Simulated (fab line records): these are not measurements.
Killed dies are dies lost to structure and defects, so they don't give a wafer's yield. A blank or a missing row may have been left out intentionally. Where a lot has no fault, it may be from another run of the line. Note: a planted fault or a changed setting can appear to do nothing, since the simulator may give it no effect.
Commonality check across tools + flow sky130 + 33 wafers sampled across 11 lots

## WHAT PROMPTED THE OPENING
At SKY_VIA4_THK_MEAS_01 the reading VIA4_HDPCVD_THK is flagged on 3 of 11 lots. Fault-free wafers read 1747 nm, with a standard deviation of 17.
Rule: flag the lot when none of its wafers has a number, or when each of its wafers that has one lies beyond 4 standard deviations from that mean. The other lots count as sound.

| lot  | measured     | on           | VIA4_HDPCVD_THK (nm), wafer by wafer | flag    |
|------|--------------|--------------|--------------------------------------|---------|
| L915 | day 41 10:49 | filmMetro-02 | 1764 1776 1776                       |         |
| L919 | day 43 19:32 | filmMetro-04 | 1744 1742 1753                       |         |
| L921 | day 44 00:08 | filmMetro-02 | 1726 1732 1731                       |         |
| L922 | day 44 02:22 | filmMetro-04 | 1743 1739 1729                       |         |
| L924 | day 44 11:36 | filmMetro-04 | 1755 1746 1739                       |         |
| L927 | day 45 12:59 | filmMetro-03 | 1753 1726 1749                       |         |
| L931 | day 46 07:50 | filmMetro-03 | 1970 1975 1957                       | FLAGGED |
| L932 | day 46 10:43 | filmMetro-03 | 1963 1966 1962                       | FLAGGED |
| L934 | day 47 01:44 | filmMetro-04 | 1971 1955 1969                       | FLAGGED |
| L935 | day 47 03:39 | filmMetro-04 | 1750 1724 1736                       |         |
| L937 | day 47 11:16 | filmMetro-03 | 1751 1724 1706                       |         |
On average the flagged lots' numbers are 1965 nm, which is +218 nm against the usual, or +13 standard deviations.

## EACH LOT AND THE TOOL IT RAN ON
Before the reading, the record contains 2 process steps out of a 708-step route. Cell contents, in order: the tool; ch with the chambers the sampled wafers went through; the start.
| lot  | flag    | SKY_VIA3_CMP_24               | SKY_VIA4_HDPCVD_00               |
|------|---------|-------------------------------|----------------------------------|
| L915 |         | cmp-02 ch 0,1,2, day 39 09:08 | hdpcvd-01 ch 0,1,2, day 41 10:37 |
| L919 |         | cmp-01 ch 1,2, day 41 18:08   | hdpcvd-01 ch 0,1,2, day 43 19:25 |
| L921 |         | cmp-02 ch 0,1,3, day 42 00:41 | hdpcvd-02 ch 1,2, day 43 23:56   |
| L922 |         | cmp-02 ch 1,2,3, day 42 02:32 | hdpcvd-01 ch 1,2, day 44 02:11   |
| L924 |         | cmp-02 ch 1,2, day 42 12:19   | hdpcvd-01 ch 0,1,2, day 44 11:25 |
| L927 |         | cmp-01 ch 0,1,3, day 43 17:51 | hdpcvd-01 ch 1,2, day 45 12:49   |
| L931 | FLAGGED | cmp-01 ch 0,1, day 44 11:27   | hdpcvd-01 ch 0,1,2, day 46 07:43 |
| L932 | FLAGGED | cmp-01 ch 0,1,2, day 44 14:46 | hdpcvd-01 ch 0,1,2, day 46 10:35 |
| L934 | FLAGGED | cmp-02 ch 0,1,2, day 45 06:47 | hdpcvd-01 ch 0,1, day 47 01:34   |
| L935 |         | cmp-02 ch 0,2,3, day 45 07:47 | hdpcvd-02 ch 0,1, day 47 03:28   |
| L937 |         | cmp-01 ch 0,1,2, day 45 16:54 | hdpcvd-02 ch 0,1,2, day 47 11:05 |
What these steps do:
- SKY_VIA3_CMP_24: polishes, stops on SiO2, t overpolish 20 s, target thk 0 nm.
- SKY_VIA4_HDPCVD_00: deposits SiO2, target thk 1750 nm, time 291.7 s.
- SKY_VIA4_THK_MEAS_01

## FLAGGED AGAINST TOTAL, ONE TOOL AT A TIME (gauges that did the reading follow at the end)
| step                 | tool         | lots run | flagged | share of the flagged lots | sound lots run after its first flagged lot |
|----------------------|--------------|----------|---------|---------------------------|--------------------------------------------|
| SKY_VIA3_CMP_24      | cmp-01       | 5        | 2       | some                      | 1 (L937)                                   |
| SKY_VIA3_CMP_24      | cmp-02       | 6        | 1       | some                      | 1 (L935)                                   |
| SKY_VIA4_HDPCVD_00   | hdpcvd-01    | 8        | 3       | all                       | 0                                          |
| SKY_VIA4_HDPCVD_00   | hdpcvd-02    | 3        | 0       | none                      | -                                          |
| SKY_VIA4_THK_MEAS_01 | filmMetro-02 | 2        | 0       | none                      | -                                          |
| SKY_VIA4_THK_MEAS_01 | filmMetro-03 | 4        | 2       | some                      | 1 (L937)                                   |
| SKY_VIA4_THK_MEAS_01 | filmMetro-04 | 5        | 1       | some                      | 1 (L935)                                   |

## WHAT THE TABLE PERMITS
Rows of the table that ran each flagged lot: 1, that is hdpcvd-01 at SKY_VIA4_HDPCVD_00.
- hdpcvd-01 at SKY_VIA4_HDPCVD_00: 3 of its 8 lots flagged. It ran its last sound lot, L927, at day 45 12:49 and its first flagged lot, L931, at day 46 07:43: a fault with its onset between the two fits. Its own readings lie more than 4 standard deviations out on every wafer of the flagged lots: runLengthS.
Left over: one tool, hdpcvd-01 at SKY_VIA4_HDPCVD_00.

## WHAT HAD BEEN PUT IN BY THE SIMULATOR
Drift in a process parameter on hdpcvd-01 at SKY_VIA4_HDPCVD_00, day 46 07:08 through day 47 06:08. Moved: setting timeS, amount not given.
Struck lots among those shown: L931, L932, L934. This agrees with what the rule above found.
